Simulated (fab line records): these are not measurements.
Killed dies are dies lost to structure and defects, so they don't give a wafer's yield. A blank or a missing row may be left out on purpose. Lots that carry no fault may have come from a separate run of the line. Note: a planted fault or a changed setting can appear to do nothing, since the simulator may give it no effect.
fab line records + flow sky130
record
- lots=6
- wafers=18
- lastDay=50
route steps=708 shown NWELL@82 PWDE@84 VT_ADJUST_HVTP@85 VT_ADJUST_LVTN@97 PAD_OPEN@708
lots untouched by any fault: they come from a run of this same line in which no faults occurred
startH: start of the lot's first displayed wafer, in hours after the record's first day + waitH: hours from the lot's prior step to this one + " repeats the value in the row above + L1.1+2: a row that stands for several wafers + - either no value or no given start + * or withheld: withheld + < > ~ a bound
route shown NAME@n: NAME is a module with steps in the file, n the number in the route of the first one + usual: the fault-free wafers' mean and standard deviation + same: alike in all rows + chamber/n: place in a boat + sites: readings site by site + _std_site: the values' standard deviation + _edge_site: outer sites' mean less inner sites' + radiusMm: how far each site lies from the wafer's centre + mask NAME#n: copy n + behind: the most recent tool/chamber to have shaped the wafer + hold: reason for holding the lot/hours on hold/outcome of the hold + device: the n, p or np transistor that did not switch + end of line: at the end of the route, the tests of the same wafers + a step with no rows: only its recipe + killed: the dies lost at the first sort to structure and to defects; this is not the yield of the wafer + map: dies across one wafer; x = killed, . = not, _ = none there
set.NAME: the setting as run; set.NAME@STEP: as run at that earlier step + model.NAME: the simulator's own value behind a step, which no gauge read
a table for each step, a row for each wafer; lots at some steps of the route
services: from which hour (startH, from the record's first day; less than 0 if before it) a tool's chamber was out of use, for how many hours, and why
## steps
# step SKY_NWELL_RS_MEAS_29
# recipe
- thkMeasGauge=four-point-probe
# usual
- NWELL_RS=625.3/1.9
| lot.wafer | tool         | chamber | startH | waitH | NWELL_RS[ohm/sq] |
|-----------|--------------|---------|--------|-------|------------------|
| L369.4    | filmMetro-01 | -       | 111.76 | 0.1   | 625.3            |
| L369.5    | "            | -       | "      | "     | 624.1            |
| L369.6    | "            | -       | "      | "     | 625.3            |
| L371.1    | filmMetro-04 | -       | 114.78 | 0.1   | 625.9            |
| L371.2    | "            | -       | "      | "     | 623.9            |
| L371.3    | "            | -       | "      | "     | 624.7            |
| L385.3    | filmMetro-01 | -       | 206.99 | 0.1   | 623.8            |
| L385.4    | "            | -       | "      | "     | 623.6            |
| L385.6    | "            | -       | "      | "     | 624.3            |
| L388.1    | filmMetro-01 | -       | 221.74 | 0.1   | 625.6            |
| L388.3    | "            | -       | "      | "     | 626.4            |
| L388.4    | "            | -       | "      | "     | 625.1            |
| L389.2    | filmMetro-04 | -       | 222.43 | 0.1   | 627.1            |
| L389.3    | "            | -       | "      | "     | 626.3            |
| L389.4    | "            | -       | "      | "     | 626.3            |
| L391.3    | filmMetro-01 | -       | 236.35 | 0.1   | 620.6            |
| L391.5    | "            | -       | "      | "     | 619.8            |
| L391.6    | "            | -       | "      | "     | 623.0            |
# step SKY_NWELL_RS_MEAS_31
# recipe
- thkMeasGauge=four-point-probe
# usual
- PWDE_RS=5279/16
| lot.wafer | tool         | chamber | startH | waitH | PWDE_RS[ohm/sq] |
|-----------|--------------|---------|--------|-------|-----------------|
| L369.4    | filmMetro-01 | -       | 112.00 | 0.1   | 5260            |
| L369.5    | "            | -       | "      | "     | 5266            |
| L369.6    | "            | -       | "      | "     | 5260            |
| L371.1    | filmMetro-04 | -       | 115.02 | 0.1   | 5286            |
| L371.2    | "            | -       | "      | "     | 5291            |
| L371.3    | "            | -       | "      | "     | 5312            |
| L385.3    | filmMetro-01 | -       | 207.23 | 0.1   | 5290            |
| L385.4    | "            | -       | "      | "     | 5266            |
| L385.6    | "            | -       | "      | "     | 5255            |
| L388.1    | filmMetro-01 | -       | 221.98 | 0.1   | 5285            |
| L388.3    | "            | -       | "      | "     | 5286            |
| L388.4    | "            | -       | "      | "     | 5285            |
| L389.2    | filmMetro-04 | -       | 222.67 | 0.1   | 5287            |
| L389.3    | "            | -       | "      | "     | 5298            |
| L389.4    | "            | -       | "      | "     | 5292            |
| L391.3    | filmMetro-01 | -       | 236.59 | 0.1   | 5267            |
| L391.5    | "            | -       | "      | "     | 5257            |
| L391.6    | "            | -       | "      | "     | 5258            |
# step SKY_VT_ADJUST_HVTP_DEHYDRATE_00
# recipe
- tempC=200
- timeS=60
# step SKY_VT_ADJUST_HVTP_HMDS_01
# recipe
- primeTimeS=60
- primeTempC=120
# step SKY_VT_ADJUST_HVTP_COAT_02
# recipe
- resist=NOVOLAK
- spinRpm=3000
- resistThkNm=1140
# step SKY_VT_ADJUST_HVTP_SOFTBAKE_03
# recipe
- tempC=90
- timeS=60
- resist=NOVOLAK
# step SKY_VT_ADJUST_HVTP_EXPOSE_04
# recipe
- maskId=HVTPM
- na=0.6
- sourceShape=conventional
- sigmaOuter=0.6
- polarization=unpolarized
- targetCdNm=380
- doseMj=140
# step SKY_VT_ADJUST_HVTP_PEB_05
# recipe
- tempC=withheld
- timeS=*
- resist=NOVOLAK
# step SKY_VT_ADJUST_HVTP_DEVELOP_06
# recipe
- resist=NOVOLAK
- developer=TMAH
- developTimeS=60
- devTempC=23
# step SKY_VT_ADJUST_HVTP_CD_MEAS_07
# recipe
- targetCdNm=380
# usual
- cdNm=379.7/2.3
| lot.wafer | tool     | chamber | startH | waitH | cdNm  |
|-----------|----------|---------|--------|-------|-------|
| L369.4    | cdSem-02 | -       | 130.45 | 0.1   | 377.5 |
| L369.5    | "        | -       | "      | "     | 379.4 |
| L369.6    | "        | -       | "      | "     | 379.3 |
| L371.1    | cdSem-01 | -       | 133.79 | 0.1   | 382.5 |
| L371.2    | "        | -       | "      | "     | 382.9 |
| L371.3    | "        | -       | "      | "     | 383.0 |
| L385.3    | cdSem-01 | -       | 228.61 | 0.1   | 380.9 |
| L385.4    | "        | -       | "      | "     | 381.1 |
| L385.6    | "        | -       | "      | "     | 381.5 |
| L388.1    | cdSem-01 | -       | 244.52 | 0.1   | 377.5 |
| L388.3    | "        | -       | "      | "     | 378.8 |
| L388.4    | "        | -       | "      | "     | 378.4 |
| L389.2    | cdSem-01 | -       | 245.55 | 0.1   | 378.7 |
| L389.3    | "        | -       | "      | "     | 379.2 |
| L389.4    | "        | -       | "      | "     | 376.5 |
| L391.3    | cdSem-02 | -       | 259.73 | 0.1   | 383.2 |
| L391.5    | "        | -       | "      | "     | 381.7 |
| L391.6    | "        | -       | "      | "     | 384.6 |
# step SKY_VT_ADJUST_HVTP_OVL_MEAS_08
# usual
- VT_ADJUST_HVTP_OVL=-1.5/1.4
| lot.wafer | tool       | chamber | startH | waitH | VT_ADJUST_HVTP_OVL[nm] |
|-----------|------------|---------|--------|-------|------------------------|
| L369.4    | overlay-01 | -       | 130.53 | 0.1   | 0.5                    |
| L369.5    | "          | -       | "      | "     | 0.9                    |
| L369.6    | "          | -       | "      | "     | -0.1                   |
| L371.1    | overlay-02 | -       | 133.91 | 0.1   | 1.3                    |
| L371.2    | "          | -       | "      | "     | -1.1                   |
| L371.3    | "          | -       | "      | "     | 0.4                    |
| L385.3    | overlay-02 | -       | 228.70 | 0.1   | -2.4                   |
| L385.4    | "          | -       | "      | "     | -0.6                   |
| L385.6    | "          | -       | "      | "     | -1.0                   |
| L388.1    | overlay-01 | -       | 244.64 | 0.1   | -0.1                   |
| L388.3    | "          | -       | "      | "     | -1.4                   |
| L388.4    | "          | -       | "      | "     | 0.2                    |
| L389.2    | overlay-01 | -       | 245.65 | 0.1   | -2.7                   |
| L389.3    | "          | -       | "      | "     | -3.3                   |
| L389.4    | "          | -       | "      | "     | -2.0                   |
| L391.3    | overlay-02 | -       | 259.82 | 0.1   | -2.7                   |
| L391.5    | "          | -       | "      | "     | -3.1                   |
| L391.6    | "          | -       | "      | "     | -2.7                   |
# step SKY_VT_ADJUST_HVTP_IMPLANT_09
# recipe
- species=As
- energyKev=150
- doseCm2=4.3e+12
- tiltDeg=withheld
# usual
- beamEnergyKeV=150.00/0.05
- doseIonsCm2=4.3e+12/4.7e+09
| lot.wafer | tool         | chamber | startH | waitH | beamEnergyKeV | doseIonsCm2 | model.implant.rpNm | model.implant.drpNm |
|-----------|--------------|---------|--------|-------|---------------|-------------|--------------------|---------------------|
| L369.4    | implanter-03 | 0       | 130.62 | 0.1   | 150.06        | 4.309e+12   | 82.73              | 33.4                |
| L369.5    | "            | 0       | "      | "     | 150.00        | 4.303e+12   | 82.73              | 33.4                |
| L369.6    | "            | 0       | "      | "     | 150.01        | 4.308e+12   | 82.73              | 33.4                |
| L371.1    | implanter-01 | 0       | 133.95 | 0.0   | 150.02        | 4.3e+12     | 83.24              | 33.4                |
| L371.2    | "            | 0       | "      | "     | 149.98        | 4.299e+12   | 83.24              | 33.4                |
| L371.3    | "            | 0       | "      | "     | 150.03        | 4.293e+12   | 83.24              | 33.4                |
| L385.3    | implanter-01 | 0       | 228.77 | 0.1   | 139.43        | 4.307e+12   | 76.32              | 31.52               |
| L385.4    | "            | 0       | "      | "     | 139.41        | 4.305e+12   | 76.32              | 31.52               |
| L385.6    | "            | 0       | "      | "     | 139.38        | 4.308e+12   | 76.32              | 31.52               |
| L388.1    | implanter-01 | 0       | 244.67 | 0.0   | 139.29        | 4.302e+12   | 77.74              | 31.52               |
| L388.3    | "            | 0       | "      | "     | 139.33        | 4.302e+12   | 77.74              | 31.52               |
| L388.4    | "            | 0       | "      | "     | 139.34        | 4.295e+12   | 77.74              | 31.52               |
| L389.2    | implanter-03 | 0       | 245.71 | 0.0   | 150.00        | 4.297e+12   | 84.51              | 33.4                |
| L389.3    | "            | 0       | "      | "     | 150.03        | 4.301e+12   | 84.51              | 33.4                |
| L389.4    | "            | 0       | "      | "     | 150.02        | 4.302e+12   | 84.51              | 33.4                |
| L391.3    | implanter-04 | 0       | 259.90 | 0.1   | 149.96        | 4.305e+12   | 83.87              | 33.4                |
| L391.5    | "            | 0       | "      | "     | 149.91        | 4.301e+12   | 83.87              | 33.4                |
| L391.6    | "            | 0       | "      | "     | 149.96        | 4.308e+12   | 83.87              | 33.4                |
# step SKY_VT_ADJUST_HVTP_STRIP_10
# recipe
- chemistry=O2/N2
- powerW=1400
- pressureMtorr=1500
- platenTempC=withheld
- o2FlowSccm=3000
- n2FlowSccm=300
- overashFraction=0.5
# usual
- drypumpMotorCurrentA=5.55/0.26
- oesProductAu=0.716/0.0046
- stripTimeToEndpointS=14.19/0.043
| lot.wafer | tool           | chamber | startH | waitH | drypumpMotorCurrentA | oesProductAu | rfHoursCounterH | stripTimeToEndpointS |
|-----------|----------------|---------|--------|-------|----------------------|--------------|-----------------|----------------------|
| L369.4    | plasmaAsher-03 | 1       | 130.73 | 0.1   | 5.22                 | 0.712        | -               | 14.22                |
| L369.5    | "              | 0       | "      | "     | 5.35                 | 0.709        | -               | 14.22                |
| L369.6    | "              | 1       | "      | "     | 5.21                 | 0.716        | -               | 14.20                |
| L371.1    | plasmaAsher-01 | 0       | 134.10 | 0.1   | 5.32                 | 0.719        | 45              | 14.12                |
| L371.2    | "              | 1       | "      | "     | 5.81                 | 0.710        | 45              | 14.14                |
| L371.3    | "              | 0       | "      | "     | 5.34                 | 0.715        | -               | 14.15                |
| L385.3    | plasmaAsher-01 | 1       | 228.91 | 0.1   | 5.86                 | 0.713        | -               | 14.22                |
| L385.4    | "              | 0       | "      | "     | 5.34                 | 0.717        | -               | 14.21                |
| L385.6    | "              | 1       | "      | "     | 5.84                 | 0.715        | -               | 14.18                |
| L388.1    | plasmaAsher-03 | 1       | 244.82 | 0.1   | 5.20                 | 0.715        | 43              | 14.25                |
| L388.3    | "              | 1       | "      | "     | 5.21                 | 0.713        | -               | 14.20                |
| L388.4    | "              | 0       | "      | "     | 5.38                 | 0.712        | -               | 14.23                |
| L389.2    | plasmaAsher-01 | 0       | 245.83 | 0.1   | 5.32                 | 0.714        | 56              | 14.11                |
| L389.3    | "              | 1       | "      | "     | 5.84                 | 0.717        | -               | 14.08                |
| L389.4    | "              | 0       | "      | "     | 5.33                 | 0.730        | -               | 14.12                |
| L391.3    | plasmaAsher-04 | 0       | 260.03 | 0.1   | 5.68                 | 0.719        | -               | 14.14                |
| L391.5    | "              | 0       | "      | "     | 5.71                 | 0.716        | -               | 14.12                |
| L391.6    | "              | 1       | "      | "     | 5.85                 | 0.714        | -               | 14.10                |
# step SKY_VT_ADJUST_HVTP_TW_MEAS_11
# usual
- VT_ADJUST_HVTP_TW=1350/6.2
| lot.wafer | tool         | chamber | startH | waitH | VT_ADJUST_HVTP_TW |
|-----------|--------------|---------|--------|-------|-------------------|
| L369.4    | filmMetro-03 | -       | 130.83 | 0.1   | 1354              |
| L369.5    | "            | -       | "      | "     | 1346              |
| L369.6    | "            | -       | "      | "     | 1353              |
| L371.1    | filmMetro-02 | -       | 134.20 | 0.1   | 1345              |
| L371.2    | "            | -       | "      | "     | 1346              |
| L371.3    | "            | -       | "      | "     | 1346              |
| L385.3    | filmMetro-04 | -       | 228.99 | 0.1   | 1322              |
| L385.4    | "            | -       | "      | "     | 1323              |
| L385.6    | "            | -       | "      | "     | 1328              |
| L388.1    | filmMetro-02 | -       | 244.92 | 0.1   | 1308              |
| L388.3    | "            | -       | "      | "     | 1322              |
| L388.4    | "            | -       | "      | "     | 1322              |
| L389.2    | filmMetro-04 | -       | 245.94 | 0.1   | 1352              |
| L389.3    | "            | -       | "      | "     | 1357              |
| L389.4    | "            | -       | "      | "     | 1354              |
| L391.3    | filmMetro-02 | -       | 260.12 | 0.1   | 1347              |
| L391.5    | "            | -       | "      | "     | 1345              |
| L391.6    | "            | -       | "      | "     | 1346              |
# step SKY_VT_ADJUST_LVTN_DEHYDRATE_00
# recipe
- tempC=200
- timeS=60
# step SKY_PAD_OPEN_PROBE_99
# usual
- killed_at_M0_to_M3=44/6.9
- killed_at_M4_up=3.3/2.1
- killedAtContacts=24/4.8
- killedAtFrontEnd=15/4.4
- killedAtOther=0.2/0.48
- killedDies=87/9.5
- killedOpen=48/6.5
- killedShort=39/6.3
# same
- grossDies=492
- killedAtBackSide=0
| lot.wafer | tool      | chamber | startH  | waitH | killed_at_M0_to_M3 | killed_at_M4_up | killedAtContacts | killedAtFrontEnd | killedAtOther | killedDies | killedOpen | killedShort | model.etest.tipP.rsOhmSq | model.etest.pfet_01v8.rOnOhmUm | model.etest.pfet_01v8.driveUaUm | model.etest.pfet_01v8_mvt.driveUaUm | model.etest.pfet_01v8_hvt.driveUaUm | model.etest.sramPfetLatch.driveUaUm | model.etest.pfet_01v8_mvt.offLog10AUm | model.etest.pfet_01v8.offLog10AUm |
|-----------|-----------|---------|---------|-------|--------------------|-----------------|------------------|------------------|---------------|------------|------------|-------------|--------------------------|--------------------------------|---------------------------------|-------------------------------------|-------------------------------------|-------------------------------------|---------------------------------------|-----------------------------------|
| L369.4    | prober-01 | -       | 1084.68 | 0.2   | 43                 | 4               | 35               | 18               | 0             | 100        | 52         | 48          | 6950                     | 2928                           | 191.5                           | 150.1                               | 140.4                               | 141.1                               | -10.88                                | -9.748                            |
| L369.5    | prober-01 | -       | 1084.73 | 0.2   | 54                 | 5               | 32               | 12               | 0             | 103        | 51         | 52          | 6928                     | 3015                           | 184.1                           | 146.5                               | 136.4                               | 134.8                               | -11                                   | -10.35                            |
| L369.6    | prober-01 | -       | 1084.78 | 0.2   | 35                 | 5               | 20               | 18               | 0             | 78         | 41         | 37          | 6921                     | 2968                           | 188.1                           | 146.9                               | 138.5                               | 137.7                               | -10.9                                 | -9.828                            |
| L371.1    | prober-01 | -       | 1086.03 | 0.1   | 39                 | 0               | 22               | 20               | 1             | 82         | 41         | 41          | 6858                     | 2877                           | 194.3                           | 153.2                               | 145.4                               | 144.3                               | -10.64                                | -9.667                            |
| L371.2    | prober-01 | -       | 1086.08 | 0.1   | 35                 | 3               | 19               | 20               | 0             | 77         | 49         | 28          | 6874                     | 2905                           | 192.8                           | 152.3                               | 143.8                               | 146                                 | -10.51                                | -9.658                            |
| L371.3    | prober-01 | -       | 1086.13 | 0.2   | 47                 | 2               | 22               | 18               | 0             | 89         | 49         | 40          | 6857                     | 2956                           | 190.9                           | 152.8                               | 142.6                               | 138.6                               | -10.6                                 | -9.601                            |
| L385.3    | prober-02 | -       | 1168.22 | 0.2   | 39                 | 9               | 20               | 17               | 0             | 85         | 45         | 39          | 7153                     | 2996                           | 183.4                           | 141.9                               | 134.7                               | 128.6                               | -11.82                                | -10.61                            |
| L385.4    | prober-02 | -       | 1168.27 | 0.2   | 45                 | 8               | 28               | 21               | 0             | 102        | 50         | 52          | 7160                     | 2974                           | 183.4                           | 144.8                               | 136.7                               | 135.4                               | -11.8                                 | -10.78                            |
| L385.6    | prober-02 | -       | 1168.37 | 0.2   | 40                 | 1               | 23               | 10               | 0             | 74         | 39         | 34          | 7173                     | 2997                           | 183.7                           | 143.4                               | 135                                 | 124.6                               | -12.02                                | -10.87                            |
| L388.1    | prober-01 | -       | 1179.99 | 0.1   | 34                 | 1               | 24               | 19               | 0             | 78         | 46         | 32          | 7081                     | 3024                           | 184.4                           | 146.2                               | 135.6                               | 139.8                               | -11.76                                | -10.7                             |
| L388.3    | prober-01 | -       | 1180.09 | 0.2   | 33                 | 0               | 27               | 16               | 0             | 76         | 39         | 37          | 7140                     | 3080                           | 179.1                           | 141.2                               | 133.7                               | 134.3                               | -11.85                                | -10.98                            |
| L388.4    | prober-01 | -       | 1180.14 | 0.2   | 45                 | 2               | 26               | 16               | 0             | 89         | 56         | 33          | 7071                     | 2932                           | 188.9                           | 146.3                               | 140.6                               | 137.3                               | -11.55                                | -10.43                            |
| L389.2    | prober-02 | -       | 1180.05 | 0.1   | 49                 | 2               | 23               | 19               | 1             | 94         | 57         | 37          | 6803                     | 2852                           | 195.2                           | 156.2                               | 145.8                               | 145.3                               | -10.26                                | -9.425                            |
| L389.3    | prober-02 | -       | 1180.10 | 0.2   | 41                 | 8               | 24               | 22               | 1             | 96         | 51         | 45          | 6831                     | 2805                           | 200.7                           | 157.7                               | 148.8                               | 145.3                               | -10.2                                 | -9.217                            |
| L389.4    | prober-02 | -       | 1180.15 | 0.2   | 42                 | 4               | 37               | 15               | 0             | 98         | 61         | 37          | 6809                     | 2856                           | 194.9                           | 154.2                               | 145.8                               | 148.3                               | -10.48                                | -9.662                            |
| L391.3    | prober-02 | -       | 1191.35 | 0.2   | 36                 | 4               | 23               | 15               | 0             | 78         | 38         | 40          | 6875                     | 2844                           | 195.9                           | 154.9                               | 147.5                               | 141.8                               | -10.4                                 | -9.272                            |
| L391.5    | prober-02 | -       | 1191.45 | 0.2   | 52                 | 3               | 20               | 15               | 1             | 91         | 45         | 46          | 6837                     | 2894                           | 194.5                           | 151.3                               | 143.7                               | 143.3                               | -10.72                                | -9.457                            |
| L391.6    | prober-02 | -       | 1191.50 | 0.2   | 54                 | 2               | 21               | 11               | 0             | 88         | 52         | 36          | 6867                     | 2931                           | 191.1                           | 151.4                               | 142.2                               | 142.3                               | -10.68                                | -9.818                            |
# killed by level:class
L369.4 CONTACT:geometricParticle:open=10 CONTACT:geometricParticle:short=9 LI_CONTACT:geometricParticle:open=8 VIA1:geometricParticle:open=8 FIELD_ISO:geometricParticle:short=7 METAL2:geometricParticle:short=7 LOCAL_INTERCONNECT:geometricParticle:short=6 VIA2:geometricParticle:open=6
L369.5 VIA1:geometricParticle:open=10 CONTACT:geometricParticle:open=9 CONTACT:geometricParticle:short=8 METAL1:geometricParticle:short=8 VIA1:geometricParticle:short=8 LI_CONTACT:geometricParticle:open=7 LOCAL_INTERCONNECT:geometricParticle:short=6 METAL2:geometricParticle:short=6
L369.6 CONTACT:geometricParticle:open=9 POLY_GATE:geometricParticle:open=7 VIA1:geometricParticle:open=7 FIELD_ISO:geometricParticle:open=5 VIA1:geometricParticle:short=5 CONTACT:geometricParticle:short=5 METAL1:geometricParticle:short=5 POLY_GATE:geometricParticle:short=4
L371.1 CONTACT:geometricParticle:open=8 VIA1:geometricParticle:open=8 CONTACT:geometricParticle:short=7 POLY_GATE:geometricParticle:short=6 FIELD_ISO:geometricParticle:open=5 POLY_GATE:geometricParticle:open=5 LOCAL_INTERCONNECT:geometricParticle:short=5 VIA1:geometricParticle:short=5
L371.2 CONTACT:geometricParticle:open=9 VIA1:geometricParticle:open=8 FIELD_ISO:geometricParticle:open=7 POLY_GATE:geometricParticle:open=6 VIA3:geometricParticle:open=6 CONTACT:geometricParticle:short=5 VIA2:geometricParticle:open=5 POLY_GATE:geometricParticle:short=4
L371.3 VIA3:geometricParticle:open=8 VIA2:geometricParticle:open=8 LI_CONTACT:geometricParticle:open=8 VIA1:geometricParticle:short=7 FIELD_ISO:geometricParticle:open=6 CONTACT:geometricParticle:open=6 CONTACT:geometricParticle:short=6 VIA1:geometricParticle:open=6
L385.3 VIA1:geometricParticle:open=11 FIELD_ISO:geometricParticle:short=7 CONTACT:geometricParticle:open=7 FIELD_ISO:geometricParticle:open=6 VIA2:geometricParticle:open=6 METAL4:geometricParticle:short=6 VIA1:geometricParticle:short=5 VIA3:geometricParticle:open=5
L385.4 CONTACT:geometricParticle:open=12 VIA1:geometricParticle:open=9 VIA2:geometricParticle:short=8 LI_CONTACT:geometricParticle:short=7 POLY_GATE:geometricParticle:open=6 METAL4:geometricParticle:short=6 FIELD_ISO:geometricParticle:open=5 FIELD_ISO:geometricParticle:short=5
L385.6 CONTACT:geometricParticle:open=9 VIA1:geometricParticle:open=8 LOCAL_INTERCONNECT:geometricParticle:short=5 METAL1:geometricParticle:short=5 VIA1:geometricParticle:short=5 VIA2:geometricParticle:open=5 LI_CONTACT:geometricParticle:open=4 CONTACT:geometricParticle:short=3
L388.1 VIA1:geometricParticle:open=12 POLY_GATE:geometricParticle:open=10 LI_CONTACT:geometricParticle:open=7 CONTACT:geometricParticle:open=7 LOCAL_INTERCONNECT:geometricParticle:short=5 METAL2:geometricParticle:short=5 FIELD_ISO:geometricParticle:short=4 CONTACT:geometricParticle:short=4
L389.2 VIA1:geometricParticle:open=11 VIA2:geometricParticle:open=9 CONTACT:geometricParticle:open=9 FIELD_ISO:geometricParticle:open=7 METAL2:geometricParticle:short=6 LI_CONTACT:geometricParticle:short=5 METAL3:geometricParticle:short=4 LI_CONTACT:geometricParticle:open=4
L388.3 CONTACT:geometricParticle:open=10 VIA1:geometricParticle:open=8 VIA1:geometricParticle:short=7 LI_CONTACT:geometricParticle:open=5 CONTACT:geometricParticle:short=5 FIELD_ISO:geometricParticle:open=4 FIELD_ISO:geometricParticle:short=4 POLY_GATE:geometricParticle:open=4
L389.3 VIA1:geometricParticle:open=11 VIA2:geometricParticle:open=8 LI_CONTACT:geometricParticle:open=8 FIELD_ISO:geometricParticle:short=7 METAL4:geometricParticle:short=7 CONTACT:geometricParticle:open=7 VIA1:geometricParticle:short=5 POLY_GATE:geometricParticle:short=5
L388.4 CONTACT:geometricParticle:open=14 VIA1:geometricParticle:open=14 VIA2:geometricParticle:open=11 LI_CONTACT:geometricParticle:open=5 FIELD_ISO:geometricParticle:short=4 POLY_GATE:geometricParticle:open=4 POLY_GATE:geometricParticle:short=4 METAL1:geometricParticle:short=4
L389.4 LI_CONTACT:geometricParticle:open=17 CONTACT:geometricParticle:open=12 VIA2:geometricParticle:open=8 METAL1:geometricParticle:short=7 FIELD_ISO:geometricParticle:open=6 CONTACT:geometricParticle:short=6 VIA1:geometricParticle:open=5 METAL2:geometricParticle:short=5
L391.3 LI_CONTACT:geometricParticle:open=10 FIELD_ISO:geometricParticle:short=6 LOCAL_INTERCONNECT:geometricParticle:short=6 METAL2:geometricParticle:short=6 VIA2:geometricParticle:open=6 VIA1:geometricParticle:open=5 METAL1:geometricParticle:short=4 VIA3:geometricParticle:open=4
L391.5 VIA1:geometricParticle:open=8 METAL1:geometricParticle:short=8 METAL2:geometricParticle:short=8 LI_CONTACT:geometricParticle:open=7 FIELD_ISO:geometricParticle:short=5 FIELD_ISO:geometricParticle:open=5 VIA2:geometricParticle:open=5 VIA2:geometricParticle:short=5
L391.6 VIA1:geometricParticle:open=11 VIA3:geometricParticle:open=8 LI_CONTACT:geometricParticle:open=7 VIA2:geometricParticle:open=7 CONTACT:geometricParticle:open=7 METAL1:geometricParticle:short=5 VIA1:geometricParticle:short=5 FIELD_ISO:geometricParticle:open=4
## services
| tool           | chamber | startH | hours | kind      |
|----------------|---------|--------|-------|-----------|
| plasmaAsher-04 | -       | 108.75 | 9.0   | pm        |
| plasmaAsher-04 | 0       | 108.75 | 9.0   | ventCycle |
| plasmaAsher-04 | 1       | 108.75 | 9.0   | ventCycle |
| implanter-04   | -       | 112.08 | 19.5  | pm        |
| plasmaAsher-03 | -       | 116.08 | 3.6   | repair    |
| plasmaAsher-04 | 0       | 117.75 | -     | clean     |
| plasmaAsher-04 | 1       | 117.75 | -     | clean     |
| implanter-03   | -       | 121.72 | 3.5   | pm        |
| plasmaAsher-03 | -       | 135.07 | 4.3   | repair    |
| implanter-03   | -       | 151.95 | 0.5   | repair    |
| plasmaAsher-03 | -       | 190.02 | 7.8   | repair    |
| implanter-03   | -       | 196.85 | 13.7  | pm        |
| plasmaAsher-03 | -       | 198.12 | 1.5   | repair    |
| plasmaAsher-01 | -       | 204.45 | 7.6   | repair    |
| plasmaAsher-03 | -       | 208.38 | 2.8   | pm        |
| plasmaAsher-03 | -       | 211.58 | 2.3   | repair    |
| plasmaAsher-03 | -       | 217.37 | 2.9   | repair    |
| implanter-03   | -       | 219.53 | 16.9  | repair    |
| plasmaAsher-04 | -       | 241.08 | 2.8   | pm        |
| plasmaAsher-04 | -       | 244.00 | 10.5  | repair    |
## key
firstSign
- step=SKY_VT_ADJUST_HVTP_IMPLANT_09
- reading=beamEnergyKeV
- direction=down
- sigmas=99+
- usual=*
- struck=*
effect
- step=SKY_VT_ADJUST_HVTP_TW_MEAS_11
- reading=VT_ADJUST_HVTP_TW
- direction=down
- sigmas=4.7
- usual=1350
- struck=1321
modelEffect
- step=SKY_VT_ADJUST_HVTP_IMPLANT_09
- value=implant.rpNm
- without=82.63
- struck=77.03
modelEffect
- step=SKY_PAD_OPEN_PROBE_99
- value=etest.tipP.rsOhmSq
- without=6903
- struck=7130
metAt SKY_VT_ADJUST_HVTP_IMPLANT_09
struckWafers L385.3,L385.4,L385.6,L388.1,L388.3,L388.4
testerLeftOut L385,L388
onsetBetween 133.95 228.77
fault
- kind=processParameterDrift
- tool=implanter-01
- chamber=-
- onsetH=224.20
- steps=SKY_VT_ADJUST_HVTP_IMPLANT_09
- channel=energyKev
- offset=*
- shape=step
- endH=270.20
- actsIn=*
- stated=*
# testerLeftOut: of these lots the tester's yield and bins aren't shown, on N5 and GAA mostly nor the transistor test; their killed dies are dies lost to structure and defects alone, not to doping, threshold or leakage, so they don't give the yield
